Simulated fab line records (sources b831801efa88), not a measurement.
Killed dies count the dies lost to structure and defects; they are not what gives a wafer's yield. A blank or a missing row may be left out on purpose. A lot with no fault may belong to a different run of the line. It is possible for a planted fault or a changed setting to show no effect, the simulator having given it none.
Matching of chambers :: flow sky130 :: SKY_VIA1_ETCH_14 on rie_diel-04 has 4 sister chambers
The step etches BARC in N2/H2, stops on SiO2, time 45.9 s, target depth 60 nm. 18 wafers are shown with their chamber, then 9 later ones without.

WAFERS, EACH WITH ITS CHAMBER
wafer: L076.1
chamber: 3
drypump_motor_current_A (A): 6.3
oes_product_au (a.u.): 0.853
throttle_valve_pct (%): 13.229

wafer: L076.3
chamber: 1
drypump_motor_current_A (A): 5.9
oes_product_au (a.u.): 0.855
throttle_valve_pct (%): 13.226

wafer: L076.4
chamber: 0
drypump_motor_current_A (A): 6.5
oes_product_au (a.u.): 0.854
throttle_valve_pct (%): 13.216

wafer: L077.2
chamber: 0
drypump_motor_current_A (A): 6.6
oes_product_au (a.u.): 0.858
throttle_valve_pct (%): 13.224

wafer: L077.5
chamber: 3
drypump_motor_current_A (A): 6.3
oes_product_au (a.u.): 0.857
throttle_valve_pct (%): 13.216

wafer: L077.6
chamber: 0
drypump_motor_current_A (A): 6.6
oes_product_au (a.u.): 0.866
throttle_valve_pct (%): 13.240

wafer: L082.2
chamber: 1
drypump_motor_current_A (A): 5.9
oes_product_au (a.u.): 0.860
throttle_valve_pct (%): 13.212

wafer: L082.5
chamber: 0
drypump_motor_current_A (A): 6.5
oes_product_au (a.u.): 0.850
throttle_valve_pct (%): 13.208

wafer: L082.6
chamber: 1
drypump_motor_current_A (A): 5.8
oes_product_au (a.u.): 0.855
throttle_valve_pct (%): 13.239

wafer: L084.1
chamber: 2
drypump_motor_current_A (A): 6.4
oes_product_au (a.u.): 0.864
throttle_valve_pct (%): 13.234

wafer: L084.2
chamber: 0
drypump_motor_current_A (A): 6.5
oes_product_au (a.u.): 0.856
throttle_valve_pct (%): 13.229

wafer: L084.3
chamber: 3
drypump_motor_current_A (A): 6.3
oes_product_au (a.u.): 0.855
throttle_valve_pct (%): 13.237

wafer: L084.4
chamber: 1
drypump_motor_current_A (A): 5.9
oes_product_au (a.u.): 0.850
throttle_valve_pct (%): 13.229

wafer: L084.5
chamber: 1
drypump_motor_current_A (A): 5.9
oes_product_au (a.u.): 0.864
throttle_valve_pct (%): 13.225

wafer: L084.6
chamber: 0
drypump_motor_current_A (A): 6.6
oes_product_au (a.u.): 0.861
throttle_valve_pct (%): 13.233

wafer: L085.1
chamber: 0
drypump_motor_current_A (A): 6.6
oes_product_au (a.u.): 0.853
throttle_valve_pct (%): 13.219

wafer: L085.3
chamber: 2
drypump_motor_current_A (A): 6.4
oes_product_au (a.u.): 0.855
throttle_valve_pct (%): 13.229

wafer: L085.6
chamber: 3
drypump_motor_current_A (A): 6.3
oes_product_au (a.u.): 0.849
throttle_valve_pct (%): 13.226

SIGNATURES (means of the wafers above)
reading: drypump_motor_current_A
chamber 0: 6.557
chamber 1: 5.880
chamber 2: 6.400
chamber 3: 6.300
scatter within a chamber: 0.0424

reading: oes_product_au
chamber 0: 0.85686
chamber 1: 0.85680
chamber 2: 0.85950
chamber 3: 0.85350
scatter within a chamber: 0.00509

reading: throttle_valve_pct
chamber 0: 13.22414
chamber 1: 13.22620
chamber 2: 13.23150
chamber 3: 13.22700
scatter within a chamber: 0.00971
Rule: distance of a wafer from a chamber = root of the sum over the readings of ((wafer's reading minus chamber's mean) / reading's scatter) squared. If the next closest chamber is less than 2 further off than the closest, the wafer can't be placed; otherwise it belongs to the closest. The scatter is the square root of a quotient: the sum, over the shown wafers, of each reading's squared deviation from its chamber's mean, divided by wafers minus chambers.

WAFERS WHOSE CHAMBER IS MISSING
wafer: L093.1
drypump_motor_current_A (A): 6.4
oes_product_au (a.u.): 0.854
throttle_valve_pct (%): 13.219

wafer: L093.3
drypump_motor_current_A (A): 5.9
oes_product_au (a.u.): 0.860
throttle_valve_pct (%): 13.236

wafer: L093.6
drypump_motor_current_A (A): 6.4
oes_product_au (a.u.): 0.859
throttle_valve_pct (%): 13.234

wafer: L094.1
drypump_motor_current_A (A): 6.5
oes_product_au (a.u.): 0.852
throttle_valve_pct (%): 13.226

wafer: L094.2
drypump_motor_current_A (A): 6.4
oes_product_au (a.u.): 0.852
throttle_valve_pct (%): 13.217

wafer: L094.3
drypump_motor_current_A (A): 5.9
oes_product_au (a.u.): 0.855
throttle_valve_pct (%): 13.216

wafer: L094.4
drypump_motor_current_A (A): 6.3
oes_product_au (a.u.): 0.858
throttle_valve_pct (%): 13.215

wafer: L094.5
drypump_motor_current_A (A): 5.9
oes_product_au (a.u.): 0.851
throttle_valve_pct (%): 13.224

wafer: L094.6
drypump_motor_current_A (A): 6.6
oes_product_au (a.u.): 0.850
throttle_valve_pct (%): 13.232

CHAMBER TAKEN BY EACH
wafer: L093.1
from the rows above: can't be placed: 2 or 3
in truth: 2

wafer: L093.3
from the rows above: 1
in truth: 1

wafer: L093.6
from the rows above: 2
in truth: 2

wafer: L094.1
from the rows above: can't be placed: 0 or 2
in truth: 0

wafer: L094.2
from the rows above: can't be placed: 2 or 3 or 0
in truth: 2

wafer: L094.3
from the rows above: 1
in truth: 1

wafer: L094.4
from the rows above: can't be placed: 3 or 2
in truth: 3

wafer: L094.5
from the rows above: 1
in truth: 1

wafer: L094.6
from the rows above: 0
in truth: 0
5 of 9 placed correctly. Unplaceable from these rows: 4, with the true chamber sitting among the candidates in 4. Number placed wrongly: 0.
